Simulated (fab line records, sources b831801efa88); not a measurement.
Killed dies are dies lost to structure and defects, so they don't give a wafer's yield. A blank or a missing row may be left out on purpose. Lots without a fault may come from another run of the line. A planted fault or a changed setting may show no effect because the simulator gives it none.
Which tool did it? | flow sky130 | 11 lots, 33 wafers sampled, at 6 steps of a route of 708

WHAT THE GAUGES READ, wafer by wafer
The record holds no reading of a measuring or inspecting step that can be judged against a usual standard deviation.

WHICH TOOL RAN EACH LOT (tool, then ch and the chambers of the sampled wafers, then the start)
lot  | SKY_CONTACT_SPUTTER_23       | SKY_CONTACT_CVD_24            | SKY_METAL1_SPUTTER_00        | SKY_METAL1_METAL_ETCH_19          | SKY_METAL1_STRIP_20                  | SKY_PAD_OPEN_PROBE_99
L974 | pvd_sputter-03, day 30 23:11 | cvd_w-01 ch 0,1, day 30 23:17 | pvd_sputter-01, day 30 23:50 | rie_metal-04 ch 0,1, day 32 03:14 | plasma_asher-01 ch 0,1, day 32 03:19 | -
L975 | pvd_sputter-02, day 31 06:41 | cvd_w-01 ch 0,1, day 31 06:44 | pvd_sputter-03, day 31 07:20 | rie_metal-02 ch 0,1, day 32 10:54 | plasma_asher-02 ch 0,1, day 32 10:59 | -
L976 | pvd_sputter-03, day 31 18:19 | cvd_w-01 ch 0,1, day 31 18:25 | pvd_sputter-04, day 31 18:58 | rie_metal-02 ch 0,1, day 32 22:19 | plasma_asher-01 ch 0,1, day 32 22:25 | -
L983 | pvd_sputter-04, day 35 00:12 | cvd_w-02 ch 0, day 35 00:16   | pvd_sputter-03, day 35 00:51 | rie_metal-02 ch 0,1, day 36 04:34 | plasma_asher-04 ch 0, day 36 04:40   | prober-02, day 48 11:17
L985 | pvd_sputter-02, day 35 03:53 | cvd_w-01 ch 0,1, day 35 03:57 | pvd_sputter-03, day 35 04:32 | rie_metal-02 ch 1, day 36 07:52   | plasma_asher-02 ch 0,1, day 36 07:58 | prober-01, day 48 12:07
L986 | pvd_sputter-03, day 35 11:35 | cvd_w-01 ch 0,1, day 35 11:38 | pvd_sputter-04, day 35 12:14 | rie_metal-01 ch 0,1, day 36 15:32 | plasma_asher-04 ch 0,1, day 36 15:37 | prober-01, day 48 16:58
L988 | pvd_sputter-04, day 35 22:29 | cvd_w-02 ch 0,1, day 35 22:34 | pvd_sputter-01, day 35 23:08 | rie_metal-01 ch 0,1, day 37 03:06 | plasma_asher-04 ch 0,1, day 37 03:12 | prober-01, day 48 22:36
L989 | pvd_sputter-04, day 36 03:25 | cvd_w-01 ch 0, day 36 03:28   | pvd_sputter-03, day 36 04:04 | rie_metal-01 ch 0,1, day 37 07:49 | plasma_asher-02 ch 0,1, day 37 07:54 | prober-02, day 49 02:41
L992 | pvd_sputter-04, day 37 02:03 | cvd_w-01 ch 0,1, day 37 02:07 | pvd_sputter-03, day 37 02:42 | rie_metal-04 ch 0,1, day 38 06:34 | plasma_asher-01 ch 0,1, day 38 06:40 | -
L993 | pvd_sputter-02, day 37 13:48 | cvd_w-02 ch 0,1, day 37 13:52 | pvd_sputter-03, day 37 14:27 | rie_metal-01 ch 0,1, day 38 17:13 | plasma_asher-01 ch 0,1, day 38 17:19 | prober-02, day 50 02:55
L996 | pvd_sputter-04, day 38 09:38 | cvd_w-01 ch 0,1, day 38 09:41 | pvd_sputter-03, day 38 10:17 | rie_metal-02 ch 0,1, day 39 11:46 | plasma_asher-02 ch 0,1, day 39 11:51 | prober-02, day 50 12:01
- SKY_CONTACT_SPUTTER_23: material TiN, target thk 20 nm, time 80 s.
- SKY_CONTACT_CVD_24: deposits W, target thk 340 nm, time 102.12 s.
- SKY_METAL1_SPUTTER_00: material Ti, target thk 15 nm, time 10 s.
- SKY_METAL1_METAL_ETCH_19: etches the open film in Cl2/BCl3, stops on SiO2, target depth 360 nm, time 78 s.
- SKY_METAL1_STRIP_20: strips in O2/N2.
- SKY_PAD_OPEN_PROBE_99

WHAT THE TOOLS THEMSELVES READ (means of the sampled wafers that have a number; where no wafer has one, the mark that the record gives instead)
SKY_CONTACT_SPUTTER_23.
lot  | tool           | throttle_valve_pct (%)
L974 | pvd_sputter-03 | 31.1
L975 | pvd_sputter-02 | 29.6
L976 | pvd_sputter-03 | 30.5
L983 | pvd_sputter-04 | 30.1
L985 | pvd_sputter-02 | 30.3
L986 | pvd_sputter-03 | 30.8
L988 | pvd_sputter-04 | 28.0
L989 | pvd_sputter-04 | 31.0
L992 | pvd_sputter-04 | 29.2
L993 | pvd_sputter-02 | 30.7
L996 | pvd_sputter-04 | 29.2

SKY_CONTACT_CVD_24.
lot  | tool     | heater_power_w (W)
L974 | cvd_w-01 | 845
L975 | cvd_w-01 | 853
L976 | cvd_w-01 | 853
L983 | cvd_w-02 | 759
L985 | cvd_w-01 | 794
L986 | cvd_w-01 | 775
L988 | cvd_w-02 | 800
L989 | cvd_w-01 | 929
L992 | cvd_w-01 | 870
L993 | cvd_w-02 | 792
L996 | cvd_w-01 | 772

SKY_METAL1_SPUTTER_00.
lot  | tool           | throttle_valve_pct (%)
L974 | pvd_sputter-01 | 29.3
L975 | pvd_sputter-03 | 30.7
L976 | pvd_sputter-04 | 29.0
L983 | pvd_sputter-03 | 30.2
L985 | pvd_sputter-03 | 30.7
L986 | pvd_sputter-04 | 29.1
L988 | pvd_sputter-01 | 29.7
L989 | pvd_sputter-03 | 30.5
L992 | pvd_sputter-03 | 30.8
L993 | pvd_sputter-03 | 31.4
L996 | pvd_sputter-03 | 30.8

SKY_METAL1_METAL_ETCH_19.
lot  | tool         | drypump_motor_current_A (A) | oes_product_au (a.u.) | throttle_valve_pct (%)
L974 | rie_metal-04 | 5.3                         | 0.852                 | 22.254
L975 | rie_metal-02 | 5.6                         | 0.859                 | 22.257
L976 | rie_metal-02 | 5.6                         | 0.858                 | 22.268
L983 | rie_metal-02 | 5.6                         | 0.853                 | 22.255
L985 | rie_metal-02 | 5.6                         | 0.855                 | 22.263
L986 | rie_metal-01 | 5.3                         | 0.854                 | 22.269
L988 | rie_metal-01 | 5.5                         | 0.856                 | 22.265
L989 | rie_metal-01 | 5.3                         | 0.863                 | 22.269
L992 | rie_metal-04 | 5.3                         | 0.855                 | 22.265
L993 | rie_metal-01 | 5.3                         | 0.859                 | 22.269
L996 | rie_metal-02 | 5.6                         | 0.855                 | 22.263

SKY_METAL1_STRIP_20.
lot  | tool            | drypump_motor_current_A (A) | oes_product_au (a.u.) | strip_time_to_endpoint_s (s)
L974 | plasma_asher-01 | 5.6                         | 0.343                 | 2.70
L975 | plasma_asher-02 | 6.1                         | 0.341                 | 2.67
L976 | plasma_asher-01 | 5.5                         | 0.343                 | 2.72
L983 | plasma_asher-04 | 5.0                         | 0.353                 | 2.92
L985 | plasma_asher-02 | 5.6                         | 0.355                 | 3.03
L986 | plasma_asher-04 | 5.4                         | 0.344                 | 2.71
L988 | plasma_asher-04 | 5.4                         | 0.347                 | 2.75
L989 | plasma_asher-02 | 5.7                         | 0.341                 | 2.68
L992 | plasma_asher-01 | 5.5                         | 0.350                 | 2.74
L993 | plasma_asher-01 | 5.6                         | 0.340                 | 2.71
L996 | plasma_asher-02 | 6.0                         | 0.344                 | 2.71

SKY_PAD_OPEN_PROBE_99.
lot  | tool      | defect_limited_yield (%) | killed_at_M0_to_M3 | killed_at_M4_up | killed_at_contacts | killed_at_front_end | killed_at_other | killed_dies | killed_open | killed_short | sort_bin_3_pad_short (%) | sort_bin_5_function (%) | sort_bin_6_memory (%) | sort_n_pass | sort_yield_pct (%)
L983 | prober-02 | 84.6                     | 40                 | 3.3             | 22                 | 10                  | 0.3             | 76          | 37          | 38           | 0.7                      | 9.3                     | 5.4                   | 416         | 84.6
L985 | prober-01 | 83.4                     | 46                 | 2.7             | 20                 | 13                  | 0.0             | 82          | 40          | 41           | 0.8                      | 9.9                     | 5.9                   | 410         | 83.4
L986 | prober-01 | 82.2                     | 51                 | 2.7             | 17                 | 17                  | 0.3             | 88          | 45          | 42           | 0.9                      | 9.5                     | 7.4                   | 404         | 82.2
L988 | prober-01 | 80.9                     | 52                 | 3.0             | 24                 | 14                  | 0.3             | 94          | 51          | 43           | 0.7                      | 11.7                    | 6.6                   | 398         | 80.9
L989 | prober-02 | 82.6                     | 38                 | 6.7             | 26                 | 15                  | 0.0             | 86          | 43          | 43           | 0.6                      | 10.4                    | 6.4                   | 406         | 82.6
L993 | prober-02 | 79.9                     | 52                 | 2.3             | 26                 | 19                  | 0.3             | 99          | 56          | 43           | 0.9                      | 11.6                    | 7.6                   | 393         | 79.9
L996 | prober-02 | 82.2                     | 46                 | 2.3             | 23                 | 17                  | 0.0             | 88          | 49          | 38           | 0.8                      | 11.6                    | 5.4                   | 404         | 82.2

THE ANSWER, worked out from the rows above alone
Rule: what is usual is taken from the lots themselves. Put in order of their means at a reading, lots are off if they are a third of the lots or fewer, leave a main group of 4 or more, and stand apart from it by a gap of 3 or more times the standard deviation of the main group's means; of several such gaps the widest counts. A main group whose means are all the same, to the digits that the tables above print for the reading, isn't used. A lot without any number at a reading at which 4 lots or more have one is off too. The other lots that the step has rows for count as sound. The gauges are gone through in route order, then the tools' own readings, and for those a lot's mean is taken as printed above. The first step at which some lot is off is used, and at that step the reading that is off furthest; a lot without a number counts as furthest.
Off: L983, L985, at SKY_METAL1_STRIP_20 (strip_time_to_endpoint_s). The main group: mean 2.71 s, standard deviation 0.024.
A tool fits if, at that step or a process step before it, it ran every lot that is off, and no sound lot after the first of them. None of those tried fits.

WHAT THE SIMULATOR HAD PUT IN
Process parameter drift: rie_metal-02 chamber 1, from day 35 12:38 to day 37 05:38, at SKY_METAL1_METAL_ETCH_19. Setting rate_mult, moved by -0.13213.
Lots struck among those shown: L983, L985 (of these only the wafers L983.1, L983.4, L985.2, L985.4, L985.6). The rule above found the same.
